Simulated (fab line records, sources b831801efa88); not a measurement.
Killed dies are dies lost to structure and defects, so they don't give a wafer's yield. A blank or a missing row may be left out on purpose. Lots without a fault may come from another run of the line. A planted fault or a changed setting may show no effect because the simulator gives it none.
Which tool did it? | flow gf180mcu | 13 lots, 39 wafers sampled, at 5 steps of a route of 602

WHAT THE GAUGES READ, wafer by wafer
GF_LVPWELL_TW_MEAS_11. Usual: LVPWELL_TW 558, standard deviation 6.
lot  | measured    | on            | LVPWELL_TW  | flag
L901 | day 4 09:42 | film_metro-02 | 554 553 554 |
L909 | day 5 21:40 | film_metro-04 | 559 561 560 |
L911 | day 6 11:39 | film_metro-04 | 560 557 558 |
L912 | day 6 15:49 | film_metro-02 | 551 551 549 |
L913 | day 7 01:13 | film_metro-02 | 550 551 551 |
L914 | day 7 07:28 | film_metro-02 | 554 553 551 |
L916 | day 7 15:04 | film_metro-04 | 558 559 557 |
L917 | day 7 22:03 | film_metro-02 | 554 553 553 |
L918 | day 8 05:58 | film_metro-04 | 558 556 559 |
L919 | day 8 12:00 | film_metro-04 | 557 559 556 |
L920 | day 8 14:39 | film_metro-04 | 560 559 556 |
L922 | day 9 06:12 | film_metro-02 | 553 555 554 |
L923 | day 9 07:19 | film_metro-01 | 568 568 570 |

GF_SAB_CD_MEAS_09: target cd 420 nm. Usual: cd_nm 419.5 nm, standard deviation 2.4.
lot  | measured     | on        | cd_nm (nm)        | flag
L901 | day 15 22:34 | cd_sem-01 | 418.3 418.4 418.8 |
L909 | day 18 09:13 | cd_sem-02 | 418.6 421.3 419.5 |
L911 | day 19 01:16 | cd_sem-02 | 429.4 428.1 428.2 | OFF
L912 | day 19 09:11 | cd_sem-01 | 421.9 421.5 421.3 |
L913 | day 20 02:53 | cd_sem-02 | 418.8 420.3 420.9 |
L914 | day 20 12:13 | cd_sem-02 | 421.9 421.3 419.8 |
L916 | day 21 01:07 | cd_sem-01 | 422.6 418.1 419.8 |
L917 | day 21 06:43 | cd_sem-01 | 422.0 421.3 421.3 |
L918 | day 21 18:13 | cd_sem-01 | 420.7 421.5 422.4 |
L919 | day 22 03:40 | cd_sem-02 | 416.6 416.4 415.7 |
L920 | day 22 09:19 | cd_sem-01 | 423.3 423.2 419.5 |
L922 | day 23 05:22 | cd_sem-02 | 421.3 419.9 420.0 |
L923 | day 23 07:08 | cd_sem-01 | 418.5 418.9 419.6 |

GF_V1_RS_MEAS_24: measures by four-point-probe. Usual: V1_W_RS 0.328 ohm/sq, standard deviation 0.0045.
lot  | measured     | on            | V1_W_RS (ohm/sq)  | flag
L901 | day 19 00:37 | film_metro-04 | 0.319 0.330 0.320 |
L909 | day 21 16:08 | film_metro-04 | 0.331 0.332 0.328 |
L911 | day 22 06:49 | film_metro-01 | 0.320 0.329 0.320 |
L912 | day 22 14:43 | film_metro-03 | 0.334 0.328 0.332 |
L913 | day 23 05:52 | film_metro-04 | 0.329 0.334 0.332 |
L914 | day 23 15:14 | film_metro-01 | 0.329 0.336 0.331 |
L916 | day 24 04:04 | film_metro-03 | 0.329 0.331 0.332 |
L917 | day 24 09:36 | film_metro-03 | 0.327 0.324 0.330 |
L918 | day 24 20:09 | film_metro-01 | 0.323 0.328 0.327 |
L919 | day 25 03:54 | film_metro-04 | 0.326 0.330 0.330 |
L920 | day 25 11:19 | film_metro-04 | 0.330 0.329 0.331 |
L922 | day 26 04:41 | film_metro-04 | 0.326 0.323 0.325 |
L923 | day 26 06:23 | film_metro-03 | 0.326 0.326 0.322 |

WHICH TOOL RAN EACH LOT (tool, then ch and the chambers of the sampled wafers, then the start)
lot  | GF_DUAL_GATE_STRIP_13                | GF_SAB_DEVELOP_08
L901 | plasma_asher-04 ch 0,1, day 8 23:08  | litho_track-03 ch 0, day 15 22:25
L909 | plasma_asher-02 ch 0,1, day 10 22:29 | litho_track-04 ch 0, day 18 09:04
L911 | plasma_asher-04 ch 0,1, day 11 12:17 | litho_track-03 ch 0, day 19 01:07
L912 | plasma_asher-04 ch 0,1, day 11 17:59 | litho_track-02 ch 0, day 19 09:02
L913 | plasma_asher-04 ch 0,1, day 12 03:53 | litho_track-02 ch 0, day 20 02:44
L914 | plasma_asher-03 ch 0,1, day 12 14:41 | litho_track-04 ch 0, day 20 12:04
L916 | plasma_asher-04 ch 0,1, day 12 23:26 | litho_track-04 ch 0, day 21 00:58
L917 | plasma_asher-02 ch 0,1, day 13 06:47 | litho_track-02 ch 0, day 21 06:34
L918 | plasma_asher-03 ch 0,1, day 13 16:23 | litho_track-03 ch 0, day 21 18:04
L919 | plasma_asher-04 ch 0,1, day 13 23:11 | litho_track-04 ch 0, day 22 03:31
L920 | plasma_asher-02 ch 0,1, day 14 05:47 | litho_track-02 ch 0, day 22 09:10
L922 | plasma_asher-04 ch 0,1, day 15 00:08 | litho_track-03 ch 0, day 23 05:13
L923 | plasma_asher-03 ch 1, day 15 01:29   | litho_track-04 ch 0, day 23 06:59
- GF_DUAL_GATE_STRIP_13: strips in O2/N2.
- GF_SAB_DEVELOP_08: develop time 60 s.

WHAT THE TOOLS THEMSELVES READ (means of the sampled wafers that have a number; where no wafer has one, the mark that the record gives instead)
GF_DUAL_GATE_STRIP_13. Usual: chamber_pressure_mTorr 1500.1 mTorr, standard deviation 1.4; drypump_motor_current_A 5.8 A, standard deviation 0.62; heater_power_w 326 W, standard deviation 14; oes_product_au 0.716 a.u., standard deviation 0.0044; strip_time_to_endpoint_s 12.63 s, standard deviation 0.045.
lot  | tool            | chamber_pressure_mTorr (mTorr) | drypump_motor_current_A (A) | heater_power_w (W) | oes_product_au (a.u.) | strip_time_to_endpoint_s (s) | flag
L901 | plasma_asher-04 | 1500.2                         | 5.5                         | 325                | 0.719                 | 12.66                        |
L909 | plasma_asher-02 | 1501.2                         | 5.9                         | 314                | 0.713                 | 12.57                        |
L911 | plasma_asher-04 | 1499.7                         | 5.5                         | 328                | 0.717                 | 12.60                        |
L912 | plasma_asher-04 | 1500.6                         | 6.1                         | 331                | 0.718                 | 12.55                        |
L913 | plasma_asher-04 | 1500.0                         | 6.1                         | 330                | 0.714                 | 12.63                        |
L914 | plasma_asher-03 | 1500.0                         | 5.5                         | 331                | 0.720                 | 12.57                        |
L916 | plasma_asher-04 | 1500.2                         | 5.5                         | 328                | 0.721                 | 12.62                        |
L917 | plasma_asher-02 | 1499.3                         | 5.9                         | 323                | 0.715                 | 12.58                        |
L918 | plasma_asher-03 | 1500.2                         | 5.4                         | 339                | 0.718                 | 12.56                        |
L919 | plasma_asher-04 | 1499.2                         | 6.1                         | 339                | 0.716                 | 12.69                        |
L920 | plasma_asher-02 | 1498.8                         | 6.1                         | 316                | 0.723                 | 12.60                        |
L922 | plasma_asher-04 | 1499.9                         | 5.5                         | 328                | 0.717                 | 12.70                        |
L923 | plasma_asher-03 | 1500.3                         | 5.7                         | 321                | 0.717                 | 12.62                        |

GF_SAB_DEVELOP_08. Usual: resist_line_temp_C 23.00 C, standard deviation 0.099.
lot  | tool           | resist_line_temp_C (C) | flag
L901 | litho_track-03 | 23.00                  |
L909 | litho_track-04 | 22.99                  |
L911 | litho_track-03 | 23.14                  |
L912 | litho_track-02 | 22.84                  |
L913 | litho_track-02 | 22.99                  |
L914 | litho_track-04 | 22.91                  |
L916 | litho_track-04 | 23.02                  |
L917 | litho_track-02 | 23.12                  |
L918 | litho_track-03 | 23.08                  |
L919 | litho_track-04 | 23.11                  |
L920 | litho_track-02 | 23.02                  |
L922 | litho_track-03 | 22.93                  |
L923 | litho_track-04 | 22.90                  |

THE ANSWER, worked out from the rows above alone
Rule: a lot is off if the mean of its wafers that have a number lies more than 3 standard deviations from the usual mean. A lot without any number at a reading at which 4 lots or more have one is off too. The other lots that the step has rows for count as sound. The gauges are gone through in route order, then the tools' own readings, and for those a lot's mean is taken as printed above. The first step at which some lot is off is used, and at that step the reading that is off furthest; a lot without a number counts as furthest.
Off: L911, at GF_SAB_CD_MEAS_09 (cd_nm).
A tool fits if, at a process step before that reading, it ran every lot that is off, and no sound lot after the first of them. The gauges at GF_SAB_CD_MEAS_09 are tried like those tools. None of those tried fits.

WHAT THE SIMULATOR HAD PUT IN
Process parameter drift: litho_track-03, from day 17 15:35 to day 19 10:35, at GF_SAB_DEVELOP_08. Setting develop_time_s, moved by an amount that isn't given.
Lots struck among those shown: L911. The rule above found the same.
